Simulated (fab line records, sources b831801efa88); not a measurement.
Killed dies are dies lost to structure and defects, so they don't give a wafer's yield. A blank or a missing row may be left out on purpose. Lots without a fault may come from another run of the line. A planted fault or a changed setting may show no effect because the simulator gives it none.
Tool commonality check | flow gf180mcu | 11 lots, 33 wafers sampled

WHY IT WAS OPENED
At GF_NSD_TW_MEAS_12 the reading NSD_TW is flagged on 2 of 11 lots. Wafers without a fault read 4234, standard deviation 42.
Rule: a lot is flagged when every wafer of it that has a number lies more than 4 standard deviations from that mean, or none has a number. The other lots count as sound.

lot  | measured     | on            | NSD_TW, wafer by wafer | flag
L719 | day 13 08:48 | film_metro-03 | 4285 4282 4275         |
L720 | day 13 14:56 | film_metro-02 | 4264 4277 4243         |
L723 | day 15 00:42 | film_metro-04 | 4191 4215 4206         |
L726 | day 15 19:01 | film_metro-03 | 4228 4228 4222         |
L728 | day 16 19:33 | film_metro-03 | 4258 4255 4258         |
L731 | day 17 18:05 | film_metro-03 | 4230 4217 4245         |
L734 | day 18 16:50 | film_metro-04 | 4404 4403 4416         | FLAGGED
L735 | day 18 22:37 | film_metro-04 | 4163 4161 4157         |
L737 | day 19 14:20 | film_metro-04 | 4421 4461 4411         | FLAGGED
L738 | day 19 21:59 | film_metro-02 | 4250 4262 4257         |
L742 | day 21 08:18 | film_metro-02 | 4241 4251 4236         |
The numbers of the flagged lots are 4419 on average: +185 against the usual, or +4 standard deviations.

WHICH TOOL RAN EACH LOT
The record holds 2 process steps before the reading, out of a route of 602 steps. In each cell: the tool, then ch and the chambers that the sampled wafers went through, then the start.
lot  | flag    | GF_NSD_IMPLANT_09               | GF_NSD_STRIP_11
L719 |         | implanter-02 ch 0, day 13 08:24 | plasma_asher-01 ch 0,1, day 13 08:42
L720 |         | implanter-02 ch 0, day 13 14:32 | plasma_asher-01 ch 0,1, day 13 14:50
L723 |         | implanter-02 ch 0, day 15 00:20 | plasma_asher-01 ch 0,1, day 15 00:36
L726 |         | implanter-02 ch 0, day 15 18:37 | plasma_asher-02 ch 0,1, day 15 18:54
L728 |         | implanter-01 ch 0, day 16 19:09 | plasma_asher-02 ch 0, day 16 19:27
L731 |         | implanter-03 ch 0, day 17 17:41 | plasma_asher-01 ch 0,1, day 17 17:59
L734 | FLAGGED | implanter-02 ch 0, day 18 16:26 | plasma_asher-01 ch 0,1, day 18 16:44
L735 |         | implanter-03 ch 0, day 18 22:13 | plasma_asher-02 ch 0,1, day 18 22:30
L737 | FLAGGED | implanter-02 ch 0, day 19 13:58 | plasma_asher-02 ch 0,1, day 19 14:15
L738 |         | implanter-01 ch 0, day 19 21:35 | plasma_asher-02 ch 0,1, day 19 21:52
L742 |         | implanter-01 ch 0, day 21 07:54 | plasma_asher-01 ch 0, day 21 08:12
What these steps do:
- GF_NSD_IMPLANT_09
- GF_NSD_STRIP_11: strips in O2/N2.
- GF_NSD_TW_MEAS_12

FLAGGED OVER TOTAL, TOOL BY TOOL (the gauges that took the reading come last)
step              | tool            | lots run | flagged | share of the flagged lots | sound lots run after its first flagged lot
GF_NSD_IMPLANT_09 | implanter-01    | 3        | 0       | none                      | -
GF_NSD_IMPLANT_09 | implanter-02    | 6        | 2       | all                       | 0
GF_NSD_IMPLANT_09 | implanter-03    | 2        | 0       | none                      | -
GF_NSD_STRIP_11   | plasma_asher-01 | 6        | 1       | some                      | 1 (L742)
GF_NSD_STRIP_11   | plasma_asher-02 | 5        | 1       | some                      | 1 (L738)
GF_NSD_TW_MEAS_12 | film_metro-02   | 3        | 0       | none                      | -
GF_NSD_TW_MEAS_12 | film_metro-03   | 4        | 0       | none                      | -
GF_NSD_TW_MEAS_12 | film_metro-04   | 4        | 2       | all                       | 1 (L735)

WHAT THE TABLE ALLOWS
2 rows of the table ran every flagged lot: implanter-02 at GF_NSD_IMPLANT_09, film_metro-04 at GF_NSD_TW_MEAS_12.
- implanter-02 at GF_NSD_IMPLANT_09: 2 of its 6 lots flagged. Its last sound lot is L726 (day 15 18:37), its first flagged lot L734 (day 18 16:26): a fault that began between those two fits. Its own readings lie more than 4 standard deviations out on every wafer of the flagged lots: beam_energy_keV.
- film_metro-04 at GF_NSD_TW_MEAS_12: 2 of its 4 lots flagged. Sound lots ran on it after the first flagged one (L735), which a lasting fault on the whole tool wouldn't allow.
One tool is left: implanter-02 at GF_NSD_IMPLANT_09.

WHAT THE SIMULATOR HAD PUT IN
Process parameter drift: implanter-02, from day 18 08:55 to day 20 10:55, at GF_NSD_IMPLANT_09. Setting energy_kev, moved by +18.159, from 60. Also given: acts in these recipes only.
Lots struck among those shown: L734, L737. The rule above found the same.
